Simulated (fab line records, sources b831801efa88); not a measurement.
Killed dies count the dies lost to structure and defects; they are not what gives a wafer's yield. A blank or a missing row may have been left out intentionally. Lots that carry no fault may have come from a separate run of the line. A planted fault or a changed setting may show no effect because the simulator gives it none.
Struck lot and sound lot, side by side | flow sfq-line | 13 out of 325 route steps
Sound: wafers L511.1, L511.4, L511.6. Struck: wafers L520.3, L520.4, L520.6. Last of all comes the cause.
Per side, at each step with rows, come the tool, then ch with its chambers, and then its first start. Under that, the readings that differ: sound wafers | struck wafers | difference of the means | sigmas: that difference in standard deviations of wafers without a fault.
alike: readings with means less than 2 such deviations apart, plus words and numbers identical on both sides. not compared: withheld readings, readings lacking a value on some wafer, bounds such as >300 that could conceal the same value, and numbers that have no deviation in the record and whose values overlap.
The two part at a step that has a row with sigmas, a row that says differs or no value, or rows on one side only. Numbers that don't overlap but have no deviation are shown without sigmas and don't part them. A reading missing from all wafers of one side parts the sides only when that side holds two or more wafers.

SFQ_TRILAYER_C5_BARC_OPEN_VIA_ETCH_210: etches BARC in O2, target depth 125 nm, time 41.7 s.
  sound on rie-diel-02 ch 0,2,3, day 68 18:32; struck on rie-diel-03 ch 2,3, day 76 06:05
  alike: drypump-motor-current-A, oes-product-au
  not compared: rf-hours-counter-h
SFQ_TRILAYER_C5_ETCH_VIA_ETCH_154: etches SiO2 in CHF3, stops on Nb, target depth 84 nm.
  sound on rie-diel-02 ch 0,2,3, day 68 18:35; struck on rie-diel-03 ch 2,3, day 76 06:07
  alike: drypump-motor-current-A, oes-product-au
SFQ_TRILAYER_C5_STRIP_STRIP_155: strips in O2.
  sound on rie-metal-02 ch 0,1, day 68 18:37; struck on rie-metal-02 ch 0, day 76 06:34
  alike: drypump-motor-current-A, oes-product-au, platen-temp-c
  not compared: rf-hours-counter-h
then, 2 steps without rows for these wafers: SFQ_TRILAYER_C5_STRIP_SOLV_CLEAN_156 (cleans in NMP, time 600 s); SFQ_TRILAYER_M6_DEP_PRE_CLEAN_158 (time 22.5 s).
SFQ_TRILAYER_M6_DEP_SPUTTER_157: material Nb, target thk 200 nm, time 133.3 s.
  sound on pvd-sputter-03 at day 68 19:26; struck on pvd-sputter-03 at day 76 07:35
  alike: throttle-valve-pct
SFQ_M6_RS_MEAS_938: measures by four-point-probe.
  sound on film-metro-03 at day 68 19:31; struck on film-metro-01 at day 76 07:43
  alike: M6_NB_RS
then, 4 steps without rows for these wafers: SFQ_TRILAYER_M6_LITHO_COAT_164 (resist thk 62 nm); SFQ_TRILAYER_M6_LITHO_COAT_159 (resist thk 600 nm); SFQ_TRILAYER_M6_LITHO_SOFTBAKE_163; SFQ_TRILAYER_M6_LITHO_EXPOSE_160 (exposes mask M6, target cd 500 nm).
SFQ_TRILAYER_M6_LITHO_PEB_162: peb time 60 s.
  sound on litho-track-01 ch 0, day 73 03:04; struck on litho-track-04, day 78 04:09
  no value came back on the struck wafers for chill-plate-temp-C (C), exhaust-pa (Pa), heater-power-total-W (W); on the sound wafers chill-plate-temp-C (C) reads 23.20 23.12 23.05
then, 1 step without rows for these wafers: SFQ_TRILAYER_M6_LITHO_DEVELOP_161 (time 60 s).

## WHERE THEY PART
At SFQ_TRILAYER_M6_LITHO_PEB_162 and nowhere else, as far as this record goes.

WHY: whatever the simulator had introduced
At SFQ_TRILAYER_M6_LITHO_PEB_162, the step was skipped entirely on litho-track-04 from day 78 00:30 on. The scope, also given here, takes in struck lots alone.
